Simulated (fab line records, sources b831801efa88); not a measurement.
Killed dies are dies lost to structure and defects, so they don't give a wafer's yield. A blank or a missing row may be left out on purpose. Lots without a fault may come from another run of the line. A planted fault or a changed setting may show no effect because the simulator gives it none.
A struck lot beside a sound one | flow sky130 | 15 steps out of a route of 708
Sound: wafers L687.1, L687.2, L687.3. Struck: wafers L683.4, L683.5, L683.6. The cause comes at the end.
At each step with rows: each side's tool, then ch and its chambers, then its first start. Under that, the readings that differ: sound wafers | struck wafers | difference of the means | sigmas: that difference in standard deviations of wafers without a fault.
alike: readings whose means differ by less than 2 such deviations, and words and numbers that are the same on both sides. not compared: withheld readings, readings that some wafer has no value for, bounds like >300 that may hide the same value, and numbers for which the record gives no deviation and whose values overlap.
The two part at a step that has a row with sigmas, a row that says differs or no value, or rows on one side only. Numbers that don't overlap but have no deviation are shown without sigmas and don't part them. A reading that every wafer of one side lacks parts them only if that side has two wafers or more.

first, 4 steps without rows for these wafers: SKY_LDD_N_SOFTBAKE_03 (time 60 s); SKY_LDD_N_EXPOSE_04 (exposes mask NTM, target cd 840 nm); SKY_LDD_N_PEB_05; SKY_LDD_N_DEVELOP_06 (develop time 60 s).
SKY_LDD_N_OVL_MEAS_07:
  sound on overlay-02, day 24 01:10; struck on overlay-02, day 22 15:56
  alike: LDD_N_OVL
then, 7 steps without rows for these wafers: SKY_LDD_N_IMPLANT_08; SKY_LDD_N_IMPLANT_09; SKY_LDD_N_IMPLANT_10; SKY_LDD_N_IMPLANT_11; SKY_LDD_N_IMPLANT_12; SKY_LDD_N_IMPLANT_13; SKY_LDD_N_IMPLANT_14.
SKY_LDD_N_IMPLANT_15:
  sound on implanter-03 ch 0, day 24 02:15; struck on implanter-04 ch 0, day 22 17:23
  reading                          | sound                      | struck                     | difference | sigmas
  end_station_pressure_torr (Torr) | 5.02e-06 4.65e-06 4.55e-06 | 5.63e-06 5.41e-06 4.86e-06 | +5.60e-07  | +2
  alike: faraday_current_uA
SKY_LDD_N_STRIP_16: strips in O2/N2.
  sound on plasma_asher-02 ch 0,1, day 24 02:24; struck on plasma_asher-03 ch 0,1, day 22 17:30
  alike: drypump_motor_current_A, n2_flow_sccm, o2_flow_sccm, oes_product_au, strip_time_to_endpoint_s
  not compared: rf_hours_counter_h
-- the record jumps here: 26 days lie between the struck wafers' starts before and after (it left off in module LDD_N and takes up again in module PAD_OPEN, whose first step shown is number 708 of the route) --
SKY_PAD_OPEN_PROBE_99:
  sound on prober-01, day 49 17:51; struck on prober-01, day 49 03:56
  reading                                     | sound                | struck               | difference | sigmas
  model.etest.nfet_01v8_turned.drive_ua_um    | 539.8 513.9 536.5    | 486.6 471.3 488.1    | -48.1      |
  model.etest.tip_n.rs_ohm_sq                 | 439.3 440.6 437.8    | 452.7 451.7 447.3    | +11.3      |
  model.etest.nfet_01v8_turned.off_log10_a_um | -13.21 -13.36 -13.29 | -13.44 -13.51 -13.49 | -0.19      |
  model.etest.nfet_01v8_turned.vt_sat_v (V)   | 0.6266 0.6387 0.6276 | 0.7082 0.7205 0.703  | +0.0796    |
  model.etest.nfet_01v8_turned.vt_v (V)       | 0.6841 0.6896 0.6851 | 0.729 0.7362 0.7246  | +0.044     |
  model.etest.nfet_01v8_lvt.vt_sat_v (V)      | 0.5098 0.529 0.514   | 0.5595 0.5701 0.5548 | +0.0439    |
  model.etest.nfet_01v8_swapped.vt_sat_v (V)  | 0.621 0.6401 0.6311  | 0.6696 0.6772 0.6622 | +0.0389    |
  model.etest.nfet_01v8.vt_sat_v (V)          | 0.6236 0.6394 0.6283 | 0.6622 0.6692 0.6602 | +0.0334    |
  alike: killed_at_M0_to_M3, killed_at_M4_up, killed_at_contacts, killed_at_front_end, killed_at_other, killed_dies, killed_open, killed_short

WHERE THEY PART
Only at SKY_LDD_N_IMPLANT_15, within this record. Later steps at which nothing parts them and some readings are alike: SKY_LDD_N_STRIP_16, SKY_PAD_OPEN_PROBE_99.

WHY: what the simulator had put in
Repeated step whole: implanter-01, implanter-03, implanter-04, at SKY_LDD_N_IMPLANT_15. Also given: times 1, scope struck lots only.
